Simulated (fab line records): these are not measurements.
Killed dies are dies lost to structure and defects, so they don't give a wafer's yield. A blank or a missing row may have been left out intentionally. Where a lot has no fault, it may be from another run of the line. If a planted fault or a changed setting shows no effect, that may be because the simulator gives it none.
fab line records	flow sfq-line
[record] lots = 5	wafers = 23
route steps=325 shown C5@240 I6@271 M7@285 I7@300 M8@313
start-h: hours from the record's first day to the start of the lot's first wafer shown	wait-h: time in hours since the lot's previous step	" same as the row above	L1.1+2: several wafers, shown together as one row	- no value, or no start was given	* or withheld: withheld	< > ~ a bound
route shown NAME@n: a module of which the file shows steps, and the number in the route of the first	usual: mean/standard deviation of fault-free wafers	same: alike in all rows	chamber/n: place in a boat	sites: the reading at each site	_std_site: their standard deviation	_edge_site: inner sites' mean taken away from outer sites' mean	radius-mm: for every site, how far away it sits from the centre of the wafer	mask NAME#n: copy n	behind: tool/chamber where the wafer was last shaped	hold: reason for holding the lot/hours on hold/outcome of the hold	device: the n, p or np transistor that did not switch	end of line: at the end of the route, the tests of the same wafers	for a step that has no rows: nothing shown but its recipe	killed: dies that structure and defects cost at the first sort, which is not the same as the wafer's yield	map: per-die view of a wafer (x killed, . not killed, _ where there is no die)
set.NAME: the setting as run; set.NAME@STEP: as run at that earlier step	model.NAME: the simulator's own value behind a step, which no gauge read
lots run with intentionally changed settings; tables by step, rows by wafer
[[steps]]
[step SFQ_TRILAYER_C5_LITHO_COAT_156]
[recipe] resist = BARC	spin-rpm = 3000	resist-thk-nm = 62
lot.wafer	tool	chamber	start-h	wait-h	set.spin-rpm	model.BARC_of_TRILAYER_C5_LITHO_COAT_156.thk-nm
L076.1	litho-track-03	0	1631.78	0.1	3000	62.05
L076.3	"	0	"	"	3000	61.8
L076.5	"	0	"	"	3000	62.08
L077.1	litho-track-04	0	1634.12	0.0	3203	59.83
L077.2	"	0	"	"	3000	62.12
L077.3	"	0	"	"	3203	59.88
L077.5	"	0	"	"	3000	61.91
L077.6	"	0	"	"	3203	59.87
L078.1+5	litho-track-04	0	1730.96	0.0	3000	61.97
L078.2	"	0	"	"	3000	61.95
L078.3	"	0	"	"	3000	62.11
L078.6	"	0	"	"	3000	61.98
L083.2+5	litho-track-04	0	1750.21	0.1	3213	59.61
L083.3	"	0	"	"	3000	61.84
L083.4	"	0	"	"	3000	62.01
L083.6	"	0	"	"	3213	59.95
L085.1	litho-track-03	0	1753.76	0.0	3000	61.85
L085.2	"	0	"	"	3000	62.08
L085.3	"	0	"	"	3000	62
L085.5	"	0	"	"	3000	62.21
L085.6	"	0	"	"	3000	62.22
[step SFQ_TRILAYER_C5_LITHO_COAT_151]
[recipe] resist = KrF	spin-rpm = 3000	resist-thk-nm = 650
[step SFQ_TRILAYER_C5_LITHO_SOFTBAKE_155]
[recipe] temp-c = withheld	time-s = withheld	resist = KrF
[step SFQ_TRILAYER_C5_LITHO_DEVELOP_153]
[recipe] time-s = 60	resist = KrF
[step SFQ_TRILAYER_C5_BARC_OPEN_VIA_ETCH_210]
[recipe] mask-material = PR	chemistry = O2	target-depth-nm = 125	target = BARC	source-w = 500	bias-w = 80	pressure-mtorr = 30	time-s = 41.7
[usual] oes-product-au = 0.685/0.0041
lot.wafer	tool	chamber	start-h	wait-h	set.spin-rpm@TRILAYER_C5_LITHO_COAT_156	oes-product-au	model.etch.depth-nm
L076.1	rie-diel-02	3	1635.52	0.0	3000	0.687	62.05
L076.3	"	1	"	"	3000	0.682	61.8
L076.5	"	3	"	"	3000	0.685	62.08
L077.1	rie-diel-04	1	1636.72	0.0	3203	0.680	59.83
L077.2	"	2	"	"	3000	0.690	62.12
L077.3	"	0	"	"	3203	0.673	59.88
L077.5	"	2	"	"	3000	0.685	61.91
L077.6	"	3	"	"	3203	0.678	59.87
L078.1	rie-diel-02	1	1758.62	0.0	3000	0.688	-
L078.2	"	2	"	"	3000	0.680	-
L078.3	"	0	"	"	3000	0.686	62.11
L078.5	"	3	"	"	3000	0.683	61.97
L078.6	"	0	"	"	3000	0.683	61.98
L083.2	rie-diel-02	0	1769.48	0.0	3213	0.664	-
L083.3	"	2	"	"	3000	0.688	-
L083.4	"	3	"	"	3000	0.694	62.01
L083.5	"	2	"	"	3213	0.668	59.61
L083.6	"	1	"	"	3213	0.670	59.95
L085.1	rie-diel-02	3	1771.88	0.0	3000	0.685	61.85
L085.2	"	0	"	"	3000	0.683	62.08
L085.3	"	1	"	"	3000	0.692	-
L085.5	"	0	"	"	3000	0.687	-
L085.6	"	1	"	"	3000	0.686	62.22
[step SFQ_TRILAYER_C5_ETCH_VIA_ETCH_154]
[recipe] target = SiO2	mask-material = PR	chemistry = CHF3	target-depth-nm = 84	source-w = 500	bias-w = 81.07	pressure-mtorr = 30	time-s = withheld	stop-on = Nb
[usual] oes-product-au = 0.893/0.0088
lot.wafer	tool	chamber	start-h	wait-h	set.time-s@TRILAYER_A5C_DEP_PECVD_142	oes-product-au	model.C5.feature-depth-nm	model.etch.depth-nm
L076.1	rie-diel-02	3	1635.56	0.0	*	0.896	69.69	69.65
L076.3	"	1	"	"	*	0.901	69.87	69.83
L076.5	"	3	"	"	*	0.893	70.04	70
L077.1	rie-diel-04	1	1636.76	0.0	*	0.884	69.54	69.51
L077.2	"	2	"	"	*	0.879	68.69	68.65
L077.3	"	0	"	"	*	0.883	67	66.96
L077.5	"	2	"	"	*	0.899	70.6	70.56
L077.6	"	3	"	"	*	0.871	67.17	67.14
L078.1	rie-diel-02	1	1758.66	0.0	*	0.830	62.02	-
L078.2	"	2	"	"	*	0.839	61.94	-
L078.3	"	0	"	"	*	0.886	68.37	68.33
L078.5	"	3	"	"	*	0.851	62.65	62.61
L078.6	"	0	"	"	*	0.887	69.36	69.32
L083.2	rie-diel-02	0	1769.52	0.0	*	0.899	70.95	-
L083.3	"	2	"	"	*	0.928	74.16	-
L083.4	"	3	"	"	*	0.938	76.62	76.59
L083.5	"	2	"	"	*	0.892	69.71	69.68
L083.6	"	1	"	"	*	0.953	77.27	77.23
L085.1	rie-diel-02	3	1771.92	0.0	*	0.903	70.48	70.44
L085.2	"	0	"	"	*	0.822	60.41	60.37
L085.3	"	1	"	"	*	0.890	69.64	-
L085.5	"	0	"	"	*	0.841	63.06	-
L085.6	"	1	"	"	*	0.831	61.39	61.35
[step SFQ_TRILAYER_I6_VIA_LITHO_COAT_169]
[recipe] resist = KrF	spin-rpm = 3000	resist-thk-nm = 650
lot.wafer	tool	chamber	start-h	wait-h	set.spin-rpm	model.KrF_of_TRILAYER_I6_VIA_LITHO_COAT_169.thk-nm
L076.1	litho-track-02	0	1747.66	0.2	3000	649.8
L076.3	"	0	"	"	3000	648.8
L076.5	"	0	"	"	3000	647.7
L077.1+3	litho-track-01	0	1748.90	0.2	3000	653.3
L077.2	"	0	"	"	3000	652
L077.5	"	0	"	"	3155	637.2
L077.6	"	0	"	"	3155	636.3
L078.1	litho-track-02	0	1874.89	0.2	3000	650.8
L078.2	"	0	"	"	2870	662.6
L078.3	"	0	"	"	3000	650.4
L078.5	"	0	"	"	3000	649.3
L078.6	"	0	"	"	2870	664.2
L083.2	litho-track-02	0	1886.34	0.2	3000	649.5
L083.3	"	0	"	"	2893	662.3
L083.4	"	0	"	"	3000	647.4
L083.5	"	0	"	"	2893	661.6
L083.6	"	0	"	"	3000	648
L085.1	litho-track-02	0	1889.29	0.2	3215	627.5
L085.2	"	0	"	"	3000	648.9
L085.3	"	0	"	"	3215	629.5
L085.5	"	0	"	"	3000	650
L085.6	"	0	"	"	3000	652.3
[step SFQ_TRILAYER_I6_VIA_LITHO_PEB_172]
[recipe] peb-temp-c = 115	peb-time-s = 60	resist = KrF
lot.wafer	tool	chamber	start-h	wait-h	set.peb-temp-c
L076.1+3+5	litho-track-02	0	1855.57	1.0	115
L077.1+5+6	litho-track-01	0	1856.77	1.0	117
L077.2+3	"	0	"	"	115
L078.1+5+6	litho-track-03	0	1877.72	1.0	115
L078.2+3	"	0	"	"	112.1
L083.2+3	litho-track-02	0	1888.15	0.8	111.4
L083.4+5+6	"	0	"	"	115
L085.1+3+6	litho-track-02	0	1996.45	1.0	115
L085.2+5	"	0	"	"	116.2
[step SFQ_TRILAYER_I6_VIA_LITHO_DEVELOP_171]
[recipe] time-s = 60	resist = KrF
[step SFQ_TRILAYER_I6_VIA_BARC_OPEN_VIA_ETCH_235]
[recipe] mask-material = PR	chemistry = O2	target-depth-nm = 125	target = BARC	source-w = 500	bias-w = 80	pressure-mtorr = 30	time-s = 41.7
lot.wafer	tool	chamber	start-h	wait-h	set.peb-temp-c@TRILAYER_I6_VIA_LITHO_PEB_172	model.I6.cd-nm
L076.1	rie-diel-03	2	1855.91	0.0	115	699.4
L076.3	"	3	"	"	115	698.8
L076.5	"	1	"	"	115	700.9
L077.1	rie-diel-01	1	1857.11	0.0	117	734.6
L077.2	"	0	"	"	115	699.9
L077.3	"	3	"	"	115	703
L077.5	"	3	"	"	117	737.8
L077.6	"	2	"	"	117	734.3
L078.1	rie-diel-01	3	1878.06	0.0	115	700.1
L078.2	"	0	"	"	112.1	638.9
L078.3	"	1	"	"	112.1	639.8
L078.5	"	0	"	"	115	699
L078.6	"	3	"	"	115	699.7
L083.2	rie-diel-03	2	1888.46	0.0	111.4	621.9
L083.3	"	1	"	"	111.4	623
L083.4	"	0	"	"	115	699.8
L083.5	"	1	"	"	115	699.7
L083.6	"	2	"	"	115	697.6
L085.1	rie-diel-03	3	1996.79	0.0	115	699.1
L085.2	"	0	"	"	116.2	720.8
L085.3	"	1	"	"	115	699.5
L085.5	"	2	"	"	116.2	719.8
L085.6	"	1	"	"	115	699.3
[step SFQ_TRILAYER_M7_LITHO_COAT_182]
[recipe] resist = BARC	spin-rpm = 3000	resist-thk-nm = 62
lot.wafer	tool	chamber	start-h	wait-h	set.spin-rpm	model.BARC_of_TRILAYER_M7_LITHO_COAT_182.thk-nm
L076.1	litho-track-01	0	1857.15	0.1	3000	62.29
L076.3	"	0	"	"	3000	62.48
L076.5	"	0	"	"	3000	62.51
L077.1	litho-track-01	0	1858.33	0.1	3000	61.87
L077.2	"	0	"	"	3092	60.98
L077.3+5	"	0	"	"	3092	61.01
L077.6	"	0	"	"	3000	61.95
L078.1	litho-track-04	0	1879.46	0.1	3000	61.74
L078.2	"	0	"	"	3000	61.85
L078.3	"	0	"	"	3000	61.66
L078.5	"	0	"	"	3000	61.81
L078.6	"	0	"	"	3000	61.82
L083.2	litho-track-01	0	1889.74	0.1	3000	62.05
L083.3	"	0	"	"	2915	63.12
L083.4	"	0	"	"	2915	62.98
L083.5	"	0	"	"	2915	63.05
L083.6	"	0	"	"	3000	62.12
L085.1	litho-track-01	0	1998.02	0.1	3000	62.08
L085.2	"	0	"	"	3000	61.77
L085.3	"	0	"	"	3000	61.84
L085.5	"	0	"	"	3000	62.04
L085.6	"	0	"	"	3000	62.05
[step SFQ_TRILAYER_M7_LITHO_EXPOSE_178]
[recipe] mask-id = M7	na = 0.6	source-shape = conventional	sigma-outer = 0.65	target-cd-nm = 500	dose-mj = 14.4
lot.wafer	tool	chamber	start-h	wait-h	mask	set.dose-mj
L076.1+3+5	krf-scanner-02	0	1974.73	-	M7#0	14.4
L077.1+2+3+5+6	krf-scanner-02	0	1977.13	-	M7#0	14.4
L078.1+2+3+5+6	krf-scanner-02	0	1986.05	-	M7#0	14.4
L083.2+3+4+5+6	krf-scanner-02	0	1992.25	-	M7#0	14.4
L085.1+2+6	krf-scanner-02	0	1999.54	-	M7#0	15.15
L085.3+5	"	0	"	"	M7#0	14.4
[step SFQ_TRILAYER_M7_LITHO_PEB_180]
[recipe] peb-temp-c = 115	peb-time-s = 60	resist = KrF
[step SFQ_TRILAYER_M7_LITHO_DEVELOP_179]
[recipe] time-s = 60	resist = KrF
[step SFQ_TRILAYER_M7_BARC_OPEN_METAL_ETCH_229]
[recipe] mask-material = PR	chemistry = O2	target-depth-nm = 125	target = BARC	icp-w = 600	bias-w = 80	pressure-mtorr = 10	time-s = 41.7
lot.wafer	tool	chamber	start-h	wait-h	set.spin-rpm@TRILAYER_M7_LITHO_COAT_182	model.etch.depth-nm
L076.1	rie-metal-01	0	1976.26	0.0	3000	62.29
L076.3	"	1	"	"	3000	62.48
L076.5	"	0	"	"	3000	62.51
L077.1	rie-metal-04	1	1978.66	0.0	3000	61.87
L077.2	"	0	"	"	3092	60.98
L077.3+5	"	0	"	"	3092	61.01
L077.6	"	1	"	"	3000	61.95
L078.1+2	rie-metal-01	1,0	1987.59	0.0	3000	-
L078.3	"	1	"	"	3000	61.66
L078.5	"	0	"	"	3000	61.81
L078.6	"	1	"	"	3000	61.82
L083.2	rie-metal-04	0	1993.59	0.0	3000	-
L083.3	"	0	"	"	2915	-
L083.4	"	1	"	"	2915	62.98
L083.5	"	0	"	"	2915	63.05
L083.6	"	1	"	"	3000	62.12
L085.1	rie-metal-03	1	2001.07	0.0	3000	62.08
L085.2	"	0	"	"	3000	61.77
L085.3+5	"	0	"	"	3000	-
L085.6	"	1	"	"	3000	62.05
[step SFQ_TRILAYER_I7_VIA_LITHO_COAT_192]
[recipe] resist = BARC	spin-rpm = 3000	resist-thk-nm = 62
lot.wafer	tool	chamber	start-h	wait-h	set.spin-rpm	model.BARC_of_TRILAYER_I7_VIA_LITHO_COAT_192.thk-nm
L076.1	litho-track-04	0	1983.50	1.0	3000	61.98
L076.3	"	0	"	"	3000	62.09
L076.5	"	0	"	"	3000	61.79
L077.1	litho-track-03	0	1986.50	1.0	3000	62.32
L077.2+6	"	0	"	"	3000	62.09
L077.3	"	0	"	"	2831	63.77
L077.5	"	0	"	"	2831	63.82
L078.1	litho-track-04	0	1995.50	1.0	3000	62.11
L078.2	"	0	"	"	3000	61.86
L078.3	"	0	"	"	3000	62.1
L078.5	"	0	"	"	3000	62.13
L078.6	"	0	"	"	3000	62.04
L083.2	litho-track-04	0	2008.99	0.8	3073	61.15
L083.3	"	0	"	"	3073	61.37
L083.4	"	0	"	"	3073	61.33
L083.5	"	0	"	"	3000	61.91
L083.6	"	0	"	"	3000	62.11
L085.1	litho-track-04	0	2015.68	1.0	3000	61.97
L085.2	"	0	"	"	3000	61.92
L085.3	"	0	"	"	3000	62.05
L085.5	"	0	"	"	3000	62.04
L085.6	"	0	"	"	3000	61.95
[step SFQ_TRILAYER_I7_VIA_LITHO_COAT_187]
[recipe] resist = KrF	spin-rpm = 3000	resist-thk-nm = 650
[step SFQ_TRILAYER_I7_VIA_LITHO_SOFTBAKE_191]
[recipe] temp-c = withheld	time-s = withheld	resist = KrF
[step SFQ_TRILAYER_I7_VIA_LITHO_DEVELOP_189]
[recipe] time-s = 60	resist = KrF
[step SFQ_TRILAYER_I7_VIA_BARC_OPEN_VIA_ETCH_260]
[recipe] mask-material = PR	chemistry = O2	target-depth-nm = 125	target = BARC	source-w = 500	bias-w = 80	pressure-mtorr = 30	time-s = 41.7
lot.wafer	tool	chamber	start-h	wait-h	set.spin-rpm@TRILAYER_I7_VIA_LITHO_COAT_192	model.etch.depth-nm
L076.1	rie-diel-04	1	1995.99	0.0	3000	61.98
L076.3	"	0	"	"	3000	62.09
L076.5	"	2	"	"	3000	61.79
L077.1	rie-diel-01	2	1997.19	0.0	3000	62.32
L077.2+6	"	1,2	"	"	3000	62.09
L077.3	"	0	"	"	2831	63.77
L077.5	"	3	"	"	2831	63.82
L078.1+2	rie-diel-04	0,3	1998.39	0.0	3000	-
L078.3	"	1	"	"	3000	62.1
L078.5	"	0	"	"	3000	62.13
L078.6	"	1	"	"	3000	62.04
L083.2+3	rie-diel-02	0,1	2094.65	0.0	3073	-
L083.4	"	2	"	"	3073	61.33
L083.5	"	3	"	"	3000	61.91
L083.6	"	0	"	"	3000	62.11
L085.1	rie-diel-04	3	2103.77	0.0	3000	61.97
L085.2	"	2	"	"	3000	61.92
L085.3+5	"	0,3	"	"	3000	-
L085.6	"	0	"	"	3000	61.95
[step SFQ_TRILAYER_M8_LITHO_COAT_193]
[recipe] resist = KrF	spin-rpm = 3000	resist-thk-nm = 600
lot.wafer	tool	chamber	start-h	wait-h	set.resist-thk-nm	model.KrF_of_TRILAYER_M8_LITHO_COAT_193.thk-nm
L076.1	litho-track-04	0	-	-	600	603
L076.3	"	0	"	"	600	601.2
L076.5	"	0	"	"	600	602.6
L077.1+6	litho-track-02	0	-	-	612.7	616
L077.2	"	0	"	"	600	600.8
L077.3	"	0	"	"	612.7	616.6
L077.5	"	0	"	"	600	603
L078.1	litho-track-03	0	-	-	600	597
L078.2	"	0	"	"	600	598.8
L078.3	"	0	"	"	629.8	627.1
L078.5	"	0	"	"	600	597.9
L078.6	"	0	"	"	629.8	628.9
L083.2	litho-track-02	0	-	-	614.2	612.2
L083.3	"	0	"	"	600	597.6
L083.4	"	0	"	"	600	598.2
L083.5	"	0	"	"	614.2	612.8
L083.6	"	0	"	"	600	599.1
L085.1	litho-track-04	0	-	-	600	600.9
L085.2	"	0	"	"	613	614.2
L085.3	"	0	"	"	613	613.4
L085.5	"	0	"	"	600	600.5
L085.6	"	0	"	"	613	613.5
[step SFQ_TRILAYER_M8_DEP_EVAP_198]
[recipe] material = Pt	angular-spread-deg = 1	target-thk-nm = 50	time-s = 250	power-w = 2000
lot.wafer	tool	chamber	start-h	wait-h	set.time-s	model.Pt_of_TRILAYER_M8_DEP_EVAP_198.thk-nm
L076.1	pvd-sputter-02	-	1999.94	0.0	250	48.89
L076.3	"	-	"	"	250	50.43
L076.5	"	-	"	"	250	49.56
L077.1	pvd-sputter-01	-	2003.54	0.0	261.1	51.62
L077.2	"	-	"	"	261.1	51.5
L077.3	"	-	"	"	250	50.45
L077.5	"	-	"	"	261.1	52.47
L077.6	"	-	"	"	250	49.7
L078.1	pvd-sputter-02	-	2005.94	0.0	250	49.2
L078.2+3	"	-	"	"	250	50.55
L078.5	"	-	"	"	219.5	44.4
L078.6	"	-	"	"	219.5	44.47
L083.2	pvd-sputter-01	-	2183.20	0.0	250	48.65
L083.3	"	-	"	"	250	49.48
L083.4	"	-	"	"	250	49.49
L083.5+6	"	-	"	"	250	49.21
L085.1	pvd-sputter-01	-	2194.00	0.0	250	49.95
L085.2	"	-	"	"	250	50.08
L085.3	"	-	"	"	250	49.93
L085.5	"	-	"	"	250	49.38
L085.6	"	-	"	"	250	50.01
[[key]]
[split] step = SFQ_TRILAYER_C5_LITHO_COAT_156	setting = spin-rpm	stated = 3000	by = wafer
[response] step = SFQ_TRILAYER_C5_LITHO_COAT_156	reading = model.BARC_of_TRILAYER_C5_LITHO_COAT_156.thk-nm	change = -0.314	per = 1%	r = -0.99
[response] step = SFQ_TRILAYER_C5_BARC_OPEN_VIA_ETCH_210	reading = oes-product-au	change = -0.00251	per = 1%	r = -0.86
[response] step = SFQ_TRILAYER_C5_BARC_OPEN_VIA_ETCH_210	reading = model.etch.depth-nm	change = -0.317	per = 1%	r = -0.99
[split] step = SFQ_TRILAYER_I6_VIA_LITHO_COAT_169	setting = spin-rpm	stated = 3000	by = wafer
[response] step = SFQ_TRILAYER_I6_VIA_LITHO_COAT_169	reading = model.KrF_of_TRILAYER_I6_VIA_LITHO_COAT_169.thk-nm	change = -3.16	per = 1%	r = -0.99
[split] step = SFQ_TRILAYER_I6_VIA_LITHO_PEB_172	setting = peb-temp-c	stated = 115	by = wafer
[response] step = SFQ_TRILAYER_I6_VIA_BARC_OPEN_VIA_ETCH_235	reading = model.I6.cd-nm	change = +23.3	per = 1%	r = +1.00
[split] step = SFQ_TRILAYER_M7_LITHO_COAT_182	setting = spin-rpm	stated = 3000	by = wafer
[response] step = SFQ_TRILAYER_M7_LITHO_COAT_182	reading = model.BARC_of_TRILAYER_M7_LITHO_COAT_182.thk-nm	change = -0.317	per = 1%	r = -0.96
[response] step = SFQ_TRILAYER_M7_BARC_OPEN_METAL_ETCH_229	reading = model.etch.depth-nm	change = -0.303	per = 1%	r = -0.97
[split] step = SFQ_TRILAYER_M7_LITHO_EXPOSE_178	setting = dose-mj	stated = 14.4	by = wafer
response none clear
[split] step = SFQ_TRILAYER_I7_VIA_LITHO_COAT_192	setting = spin-rpm	stated = 3000	by = wafer
[response] step = SFQ_TRILAYER_I7_VIA_LITHO_COAT_192	reading = model.BARC_of_TRILAYER_I7_VIA_LITHO_COAT_192.thk-nm	change = -0.291	per = 1%	r = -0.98
[response] step = SFQ_TRILAYER_I7_VIA_BARC_OPEN_VIA_ETCH_260	reading = model.etch.depth-nm	change = -0.289	per = 1%	r = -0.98
[split] step = SFQ_TRILAYER_M8_LITHO_COAT_193	setting = resist-thk-nm	stated = 600	by = wafer
[response] step = SFQ_TRILAYER_M8_LITHO_COAT_193	reading = model.KrF_of_TRILAYER_M8_LITHO_COAT_193.thk-nm	change = +6.13	per = 1%	r = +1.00
[split] step = SFQ_TRILAYER_M8_DEP_EVAP_198	setting = time-s	stated = 250	by = wafer
[response] step = SFQ_TRILAYER_M8_DEP_EVAP_198	reading = model.Pt_of_TRILAYER_M8_DEP_EVAP_198.thk-nm	change = +0.457	per = 1%	r = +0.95
split outside-this-file step=SFQ_TRILAYER_A5C_DEP_PECVD_142 setting=time-s
// split outside-this-file: this setting was split too, and the file shows its column; the key of that split is in another file
